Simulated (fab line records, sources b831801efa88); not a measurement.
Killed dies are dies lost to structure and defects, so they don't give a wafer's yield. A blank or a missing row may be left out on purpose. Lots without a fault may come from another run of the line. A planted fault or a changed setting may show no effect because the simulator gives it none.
fab line records | flow sky130
record lots=6 wafers=18 last_day=50
route steps=708 shown LDD_HVN@274 LDD_HVP@278 PAD_OPEN@708
lots that met no fault: from a run of the same line without faults
start_h: hours from the record's first day to the start of the lot's first wafer shown | wait_h: hours since the lot's step before | " the same as in the row above | L1.1+2: a row that stands for several wafers | - no value, or no start given | * or withheld: withheld | < > ~ a bound
route shown NAME@n: a module of which the file shows steps, and the number in the route of the first | usual: mean/standard deviation of fault-free wafers | same: alike in all rows | chamber/n: place in a boat | sites: the reading at each site | _std_site: their standard deviation | _edge_site: outer sites' mean less inner sites' | radius_mm: how far each site lies from the wafer's centre | mask NAME#n: copy n | behind: the tool/chamber that last shaped the wafer | hold: why the lot was held/for how many hours/how that ended | device: the transistor (n, p or np) that didn't switch | end of line: the same wafers' tests at the end of the route | a step without rows: its recipe alone | killed: dies lost to structure and defects at the first sort, not the wafer's yield | map: a wafer's dies, x killed, . not, _ none there
set.NAME: the setting as run; set.NAME@STEP: as run at that earlier step | model.NAME: the simulator's own value behind a step, which no gauge read
lots at some steps of the route; a table a step, a row a wafer
services: from which hour (start_h, from the record's first day; less than 0 if before it) a tool's chamber was out of use, for how many hours, and why
## steps
# step SKY_LDD_HVN_OVL_MEAS_07
# usual LDD_HVN_OVL=-0.4/1.5
# columns lot.wafer tool chamber start_h wait_h LDD_HVN_OVL[nm]
L208.2 overlay-01 - 533.54 0.1 -0.5
L208.3 " - " " -2.6
L208.6 " - " " -1.4
L210.1 overlay-01 - 544.69 0.1 -0.4
L210.2 " - " " 0.1
L210.4 " - " " -0.8
L213.2 overlay-01 - 568.80 0.1 -3.2
L213.3 " - " " -1.0
L213.5 " - " " -2.2
L214.2 overlay-02 - 576.35 0.1 -2.3
L214.4 " - " " -2.4
L214.5 " - " " -1.3
L219.2 overlay-01 - 616.24 0.1 1.4
L219.5 " - " " 1.4
L219.6 " - " " -0.8
L224.2 overlay-01 - 652.04 0.1 1.1
L224.3 " - " " 0.9
L224.6 " - " " 0.1
# step SKY_LDD_HVN_IMPLANT_08
# recipe species=P energy_kev=60 dose_cm2=3e+13 tilt_deg=40
# step SKY_LDD_HVN_STRIP_09
# recipe chemistry=O2/N2 power_w=1400 pressure_mtorr=1500 platen_temp_c=withheld o2_flow_sccm=3000 n2_flow_sccm=300 overash_fraction=0.5
# usual drypump_motor_current_A=5.33/0.24 oes_product_au=0.407/0.0047 strip_time_to_endpoint_s=4.128/0.016
# same overash_fraction=0.5
# columns lot.wafer tool chamber start_h wait_h drypump_motor_current_A oes_product_au rf_hours_counter_h strip_time_to_endpoint_s
L208.2 plasma_asher-01 0 533.72 0.1 5.14 0.403 11 4.140
L208.3 " 1 " " 5.56 0.408 - 4.120
L208.6 " 1 " " 5.56 0.415 - 4.102
L210.1 plasma_asher-01 0 544.87 0.1 5.16 0.409 12 4.148
L210.2 " 1 " " 5.54 0.399 12 4.142
L210.4 " 0 " " 5.15 0.417 - 4.147
L213.2 plasma_asher-01 1 568.98 0.1 5.55 0.396 15 4.107
L213.3 " 0 " " 5.15 0.413 - 4.091
L213.5 " 1 " " 5.56 0.406 - 4.110
L214.2 plasma_asher-01 1 576.65 0.1 5.57 0.408 16 4.108
L214.4 " 1 " " 5.55 0.405 - 4.120
L214.5 " 0 " " 5.14 0.405 - 4.134
L219.2 plasma_asher-03 1 616.42 0.1 4.93 0.405 51 4.124
L219.5 " 0 " " 5.45 0.407 - 4.129
L219.6 " 1 " " 4.96 0.418 - 4.134
L224.2 plasma_asher-02 1 652.22 0.1 5.14 0.411 96 4.138
L224.3 " 1 " " 5.13 0.407 - 4.155
L224.6 " 0 " " 5.63 0.404 - 4.162
# step SKY_LDD_HVN_TW_MEAS_10
# usual LDD_HVN_TW=1429/9.2
# columns lot.wafer tool chamber start_h wait_h LDD_HVN_TW
L208.2 film_metro-01 - 533.83 0.1 1417
L208.3 " - " " 1407
L208.6 " - " " 1409
L210.1 film_metro-03 - 544.97 0.1 1419
L210.2 " - " " 1420
L210.4 " - " " 1419
L213.2 film_metro-04 - 569.09 0.1 1443
L213.3 " - " " 1423
L213.5 " - " " 1438
L214.2 film_metro-01 - 576.76 0.1 1436
L214.4 " - " " 1424
L214.5 " - " " 1421
L219.2 film_metro-04 - 616.53 0.1 1440
L219.5 " - " " 1440
L219.6 " - " " 1441
L224.2 film_metro-03 - 652.33 0.1 1426
L224.3 " - " " 1431
L224.6 " - " " 1436
# step SKY_LDD_HVP_DEHYDRATE_00
# recipe temp_c=200 time_s=60
# step SKY_LDD_HVP_HMDS_01
# recipe prime_time_s=60 prime_temp_c=120
# step SKY_LDD_HVP_COAT_02
# recipe resist=NOVOLAK spin_rpm=3000 resist_thk_nm=300
# step SKY_LDD_HVP_SOFTBAKE_03
# recipe temp_c=90 time_s=60 resist=NOVOLAK
# step SKY_LDD_HVP_EXPOSE_04
# recipe mask_id=HVPTM na=0.6 source_shape=conventional sigma_outer=0.6 polarization=unpolarized target_cd_nm=700 dose_mj=86
# step SKY_LDD_HVP_PEB_05
# recipe temp_c=withheld time_s=* resist=NOVOLAK
# step SKY_LDD_HVP_DEVELOP_06
# recipe resist=NOVOLAK developer=TMAH develop_time_s=60 dev_temp_c=23
# step SKY_LDD_HVP_OVL_MEAS_07
# usual LDD_HVP_OVL=1.4/1.4
# columns lot.wafer tool chamber start_h wait_h LDD_HVP_OVL[nm]
L208.2 overlay-01 - 563.45 0.1 -0.6
L208.3 " - " " -0.3
L208.6 " - " " 1.4
L210.1 overlay-01 - 574.74 0.1 1.9
L210.2 " - " " 2.8
L210.4 " - " " 2.8
L213.2 overlay-02 - 597.88 0.1 2.0
L213.3 " - " " 1.3
L213.5 " - " " 2.5
L214.2 overlay-02 - 605.30 0.1 1.7
L214.4 " - " " -1.8
L214.5 " - " " 0.8
L219.2 overlay-02 - 645.05 0.1 0.7
L219.5 " - " " 1.6
L219.6 " - " " 1.0
L224.2 overlay-02 - 680.55 0.1 2.0
L224.3 " - " " 3.9
L224.6 " - " " 4.1
# step SKY_LDD_HVP_IMPLANT_08
# recipe species=B energy_kev=20 dose_cm2=1.7e+13 tilt_deg=17.9
# usual beam_on_s=9.98/0.2 dose_ions_cm2=1.7001e+13/1.9e+10 end_station_pressure_torr=5.04e-06/2.5e-07 faraday_current_uA=96.1/1.8
# columns lot.wafer tool chamber start_h wait_h beam_on_s dose_ions_cm2 end_station_pressure_torr faraday_current_uA
L208.2 implanter-04 0 563.50 0.0 9.76 1.6983e+13 5.21e-06 97.9
L208.3 " 0 " " 9.84 1.6997e+13 4.92e-06 97.4
L208.6 " 0 " " 9.85 1.6992e+13 5.41e-06 97.2
L210.1 implanter-01 0 574.78 0.0 9.99 1.6994e+13 4.77e-06 95.9
L210.2 " 0 " " 9.87 1.6966e+13 4.98e-06 97.2
L210.4 " 0 " " 9.51 1.7021e+13 4.94e-06 100.7
L213.2 implanter-01 0 597.93 0.0 10.87 1.7037e+13 7.723e-05 85.5
L213.3 " 0 " " 11.40 1.7033e+13 8.065e-05 82.1
L213.5 " 0 " " 11.49 1.7018e+13 7.511e-05 81.8
L214.2 implanter-01 0 605.35 0.0 11.27 1.7021e+13 7.364e-05 83.6
L214.4 " 0 " " 11.30 1.7023e+13 6.947e-05 82.9
L214.5 " 0 " " 11.18 1.7024e+13 7.567e-05 83.5
L219.2 implanter-03 0 645.11 0.0 10.11 1.7001e+13 5.11e-06 94.8
L219.5 " 0 " " 10.01 1.6998e+13 5.34e-06 95.5
L219.6 " 0 " " 9.74 1.6976e+13 5.17e-06 98.0
L224.2 implanter-04 0 680.61 0.0 9.97 1.6965e+13 4.7e-06 95.6
L224.3 " 0 " " 9.82 1.703e+13 4.73e-06 97.8
L224.6 " 0 " " 9.75 1.7018e+13 5.23e-06 98.0
# step SKY_LDD_HVP_STRIP_09
# recipe chemistry=O2/N2 power_w=1400 pressure_mtorr=1500 platen_temp_c=withheld o2_flow_sccm=3000 n2_flow_sccm=300 overash_fraction=0.5
# usual drypump_motor_current_A=5.35/0.28 oes_product_au=0.408/0.0046 strip_time_to_endpoint_s=4.130/0.015
# same overash_fraction=0.5
# columns lot.wafer tool chamber start_h wait_h drypump_motor_current_A oes_product_au rf_hours_counter_h strip_time_to_endpoint_s
L208.2 plasma_asher-03 1 563.63 0.1 4.92 0.413 46 4.101
L208.3 " 0 " " 5.45 0.413 - 4.112
L208.6 " 1 " " 4.91 0.404 - 4.112
L210.1 plasma_asher-02 0 574.93 0.1 5.61 0.409 88 4.131
L210.2 " 1 " " 5.16 0.409 88 4.112
L210.4 " 1 " " 5.16 0.403 - 4.124
L213.2 plasma_asher-03 1 598.06 0.1 4.95 0.413 50 4.158
L213.3 " 0 " " 5.47 0.409 - 4.149
L213.5 " 0 " " 5.44 0.411 - 4.144
L214.2 plasma_asher-02 1 605.48 0.1 5.15 0.414 91 4.135
L214.4 " 0 " " 5.63 0.414 - 4.135
L214.5 " 1 " " 5.14 0.404 - 4.152
L219.2 plasma_asher-02 1 645.23 0.1 5.16 0.409 95 4.117
L219.5 " 0 " " 5.64 0.402 - 4.141
L219.6 " 1 " " 5.16 0.417 - 4.131
L224.2 plasma_asher-02 0 680.73 0.1 5.63 0.412 99 4.118
L224.3 " 0 " " 5.65 0.410 - 4.150
L224.6 " 1 " " 5.15 0.414 - 4.130
# step SKY_LDD_HVP_TW_MEAS_10
# usual LDD_HVP_TW=452.8/3
# columns lot.wafer tool chamber start_h wait_h hold LDD_HVP_TW
L208.2 film_metro-03 - 563.74 0.1 - 457.4
L208.3 " - " " - 459.4
L208.6 " - " " - 457.5
L210.1 film_metro-01 - 575.03 0.1 - 449.7
L210.2 " - " " - 450.6
L210.4 " - " " - 448.3
L213.2 film_metro-02 - 598.17 0.1 await_dispo/0.2h/release 466.2
L213.3 " - " " await_dispo/0.2h/release 467.0
L213.5 " - " " await_dispo/0.2h/release 466.1
L213.2 film_metro-02 - 598.39 0.2 - 467.6
L213.3 " - " " - 465.0
L213.5 " - " " - 466.7
L214.2 film_metro-03 - 605.59 0.1 await_dispo/0.2h/release 471.9
L214.4 " - " " await_dispo/0.2h/release 468.3
L214.5 " - " " await_dispo/0.2h/release 470.7
L214.2 film_metro-03 - 605.81 0.2 - 472.5
L214.4 " - " " - 469.1
L214.5 " - " " - 471.5
L219.2 film_metro-02 - 645.34 0.1 - 452.8
L219.5 " - " " - 450.2
L219.6 " - " " - 449.1
L224.2 film_metro-03 - 680.84 0.1 - 453.5
L224.3 " - " " - 453.5
L224.6 " - " " - 452.8
# step SKY_PAD_OPEN_PROBE_99
# usual killed_at_M0_to_M3=43/6.5 killed_at_M4_up=3.5/1.9 killed_at_contacts=24/5.4 killed_at_front_end=16/4.8 killed_at_other=0.4/0.64 killed_dies=87/9.4 killed_open=47/7 killed_short=40/6.3
# same gross_dies=492 killed_at_back_side=0
# columns lot.wafer tool chamber start_h wait_h killed_at_M0_to_M3 killed_at_M4_up killed_at_contacts killed_at_front_end killed_at_other killed_dies killed_open killed_short model.etest.tip_p_5v.rs_ohm_sq
L208.2 prober-02 - 1121.46 0.1 44 6 16 21 0 87 42 45 2863
L208.3 prober-02 - 1121.51 0.2 42 7 27 24 0 100 47 53 2865
L208.6 prober-02 - 1121.66 0.2 39 2 17 13 0 71 39 32 2850
L210.1 prober-02 - 1126.81 0.1 37 3 17 15 0 72 38 34 2841
L210.2 prober-02 - 1126.86 0.1 40 2 25 16 1 84 46 38 2833
L210.4 prober-02 - 1126.96 0.2 44 7 28 16 0 95 54 40 2820
L213.2 prober-02 - 1144.66 0.1 38 3 36 15 1 93 51 41 2630
L213.3 prober-02 - 1144.71 0.2 43 5 21 14 2 85 43 40 2617
L213.5 prober-02 - 1144.81 0.2 49 3 23 17 1 93 46 46 2607
L214.2 prober-01 - 1149.21 0.1 41 5 24 21 2 93 55 36 2630
L214.4 prober-01 - 1149.31 0.2 48 6 27 17 0 98 51 47 2615
L214.5 prober-01 - 1149.36 0.2 51 2 33 16 2 104 53 49 2644
L219.2 prober-02 - 1174.64 0.1 38 6 14 23 0 81 46 35 2844
L219.5 prober-02 - 1174.79 0.2 37 3 29 17 1 87 47 39 2845
L219.6 prober-02 - 1174.84 0.2 43 3 13 24 1 84 37 46 2873
L224.2 prober-01 - 1194.84 0.1 43 2 19 21 0 85 46 39 2864
L224.3 prober-01 - 1194.89 0.2 32 1 20 25 1 79 34 44 2847
L224.6 prober-01 - 1195.04 0.2 42 7 24 21 1 95 47 48 2868
# killed by level:class
L208.2 VIA1:geometric_particle:open=10 VIA1:geometric_particle:short=8 POLY_GATE:geometric_particle:open=7 VIA2:geometric_particle:open=6 METAL1:geometric_particle:short=5 FIELD_ISO:geometric_particle:short=4 POLY_GATE:geometric_particle:short=4 VIA2:geometric_particle:short=4
L208.3 VIA1:geometric_particle:open=12 CONTACT:geometric_particle:short=8 METAL1:geometric_particle:short=8 VIA1:geometric_particle:short=8 FIELD_ISO:geometric_particle:open=7 LI_CONTACT:geometric_particle:open=7 POLY_GATE:geometric_particle:open=6 CONTACT:geometric_particle:open=5
L208.6 VIA3:geometric_particle:open=10 VIA1:geometric_particle:open=7 VIA2:geometric_particle:open=7 FIELD_ISO:geometric_particle:short=6 LI_CONTACT:geometric_particle:open=6 CONTACT:geometric_particle:short=4 VIA1:geometric_particle:short=4 CONTACT:geometric_particle:open=3
L210.1 VIA1:geometric_particle:open=9 VIA2:geometric_particle:open=8 CONTACT:geometric_particle:open=8 FIELD_ISO:geometric_particle:short=6 LI_CONTACT:geometric_particle:open=5 VIA3:geometric_particle:open=5 VIA2:geometric_particle:short=4 LOCAL_INTERCONNECT:geometric_particle:short=3
L210.2 LI_CONTACT:geometric_particle:open=11 POLY_GATE:geometric_particle:short=7 CONTACT:geometric_particle:open=7 VIA1:geometric_particle:open=7 VIA2:geometric_particle:open=6 METAL2:geometric_particle:short=6 METAL1:geometric_particle:short=5 FIELD_ISO:geometric_particle:open=3
L210.4 CONTACT:geometric_particle:open=14 VIA1:geometric_particle:open=8 METAL2:geometric_particle:short=7 LI_CONTACT:geometric_particle:open=6 VIA1:geometric_particle:short=6 VIA3:geometric_particle:open=6 VIA2:geometric_particle:open=5 SPACER:geometric_particle:open=4
L213.2 VIA1:geometric_particle:open=12 LI_CONTACT:geometric_particle:open=11 CONTACT:geometric_particle:open=8 LOCAL_INTERCONNECT:geometric_particle:short=7 VIA2:geometric_particle:open=5 POLY_GATE:geometric_particle:short=5 CONTACT:geometric_particle:short=5 METAL1:geometric_particle:short=5
L213.3 VIA3:geometric_particle:open=9 VIA1:geometric_particle:open=8 METAL2:geometric_particle:short=6 LI_CONTACT:geometric_particle:open=5 FIELD_ISO:geometric_particle:open=4 FIELD_ISO:geometric_particle:short=4 CONTACT:geometric_particle:short=4 CONTACT:geometric_particle:open=4
L213.5 VIA1:geometric_particle:open=11 METAL1:geometric_particle:short=9 LI_CONTACT:geometric_particle:open=7 CONTACT:geometric_particle:short=7 VIA2:geometric_particle:open=6 METAL2:geometric_particle:short=6 POLY_GATE:geometric_particle:open=5 VIA3:geometric_particle:open=5
L214.2 VIA1:geometric_particle:open=13 LI_CONTACT:geometric_particle:open=8 CONTACT:geometric_particle:open=7 FIELD_ISO:geometric_particle:open=6 VIA2:geometric_particle:open=6 FIELD_ISO:geometric_particle:short=5 POLY_GATE:geometric_particle:short=4 CONTACT:geometric_particle:short=4
L214.4 METAL1:geometric_particle:short=11 CONTACT:geometric_particle:open=10 LI_CONTACT:geometric_particle:open=7 VIA3:geometric_particle:open=7 VIA2:geometric_particle:short=6 VIA3:geometric_particle:short=6 FIELD_ISO:geometric_particle:short=5 VIA1:geometric_particle:open=4
L214.5 CONTACT:geometric_particle:open=14 METAL1:geometric_particle:short=13 VIA2:geometric_particle:open=8 LI_CONTACT:geometric_particle:open=6 FIELD_ISO:geometric_particle:open=5 POLY_GATE:geometric_particle:open=5 LI_CONTACT:geometric_particle:short=5 VIA1:geometric_particle:open=5
L219.2 VIA3:geometric_particle:open=8 METAL1:geometric_particle:short=7 POLY_GATE:geometric_particle:open=6 POLY_GATE:geometric_particle:short=5 CONTACT:geometric_particle:open=5 VIA2:geometric_particle:open=5 FIELD_ISO:geometric_particle:open=4 FIELD_ISO:geometric_particle:short=4
L219.5 LI_CONTACT:geometric_particle:open=10 CONTACT:geometric_particle:open=10 VIA3:geometric_particle:open=8 METAL2:geometric_particle:short=6 FIELD_ISO:geometric_particle:open=5 CONTACT:geometric_particle:short=5 VIA1:geometric_particle:short=5 POLY_GATE:geometric_particle:open=4
L219.6 POLY_GATE:geometric_particle:short=9 METAL1:geometric_particle:short=9 FIELD_ISO:geometric_particle:open=6 VIA3:geometric_particle:short=6 VIA3:geometric_particle:open=5 FIELD_ISO:geometric_particle:short=4 LI_CONTACT:geometric_particle:open=4 VIA2:geometric_particle:open=4
L224.2 VIA1:geometric_particle:open=9 VIA3:geometric_particle:open=9 FIELD_ISO:geometric_particle:short=8 CONTACT:geometric_particle:short=6 METAL2:geometric_particle:short=6 FIELD_ISO:geometric_particle:open=5 POLY_GATE:geometric_particle:open=5 CONTACT:geometric_particle:open=5
L224.3 POLY_GATE:geometric_particle:short=8 FIELD_ISO:geometric_particle:short=7 LI_CONTACT:geometric_particle:open=6 VIA2:geometric_particle:open=6 LOCAL_INTERCONNECT:geometric_particle:short=5 FIELD_ISO:geometric_particle:open=4 CONTACT:geometric_particle:open=4 VIA1:geometric_particle:open=4
L224.6 FIELD_ISO:geometric_particle:short=8 CONTACT:geometric_particle:open=8 VIA3:geometric_particle:open=8 FIELD_ISO:geometric_particle:open=6 CONTACT:geometric_particle:short=6 METAL2:geometric_particle:short=5 VIA1:geometric_particle:open=5 METAL1:geometric_particle:short=4
## services
# columns tool chamber start_h hours kind
implanter-01 - 527.98 5.0 pm
implanter-03 - 568.34 19.8 pm
implanter-04 - 576.89 5.5 pm
implanter-03 - 593.10 3.2 repair
implanter-03 - 593.83 2.3 repair
implanter-04 - 663.44 4.9 repair
implanter-01 - 668.01 0.8 repair
plasma_asher-02 - 668.92 2.1 repair
## key
first_sign step=SKY_LDD_HVP_IMPLANT_08 reading=end_station_pressure_torr direction=up sigmas=99+ usual=5.04e-06 struck=7.53e-05
effect step=SKY_LDD_HVP_IMPLANT_08 reading=faraday_current_uA direction=down sigmas=7 usual=96.1 struck=83.2
effect step=SKY_LDD_HVP_TW_MEAS_10 reading=visit direction=added
effect step=SKY_LDD_HVP_TW_MEAS_10 reading=LDD_HVP_TW direction=up sigmas=5.3 usual=452.8 struck=468.4
model_effect step=SKY_PAD_OPEN_PROBE_99 value=etest.tip_p_5v.rs_ohm_sq without=2848 struck=2624
met_at SKY_LDD_HVP_IMPLANT_08
struck_wafers L213.2,L213.3,L213.5,L214.2,L214.4,L214.5
tester_left_out L213,L214
onset_between 574.78 597.93
fault kind=process_parameter_drift tool=implanter-01 chamber=- onset_h=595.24 steps=SKY_LDD_HVP_IMPLANT_08 channel=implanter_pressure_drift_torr offset=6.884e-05 shape=step end_h=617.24
fault kind=process_parameter_drift tool=implanter-01 chamber=- onset_h=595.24 steps=SKY_LDD_HVP_IMPLANT_08 channel=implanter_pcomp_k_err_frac offset=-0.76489 shape=step end_h=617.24
# tester_left_out: of these lots the tester's yield and bins aren't shown, on N5 and GAA mostly nor the transistor test; their killed dies are dies lost to structure and defects alone, not to doping, threshold or leakage, so they don't give the yield
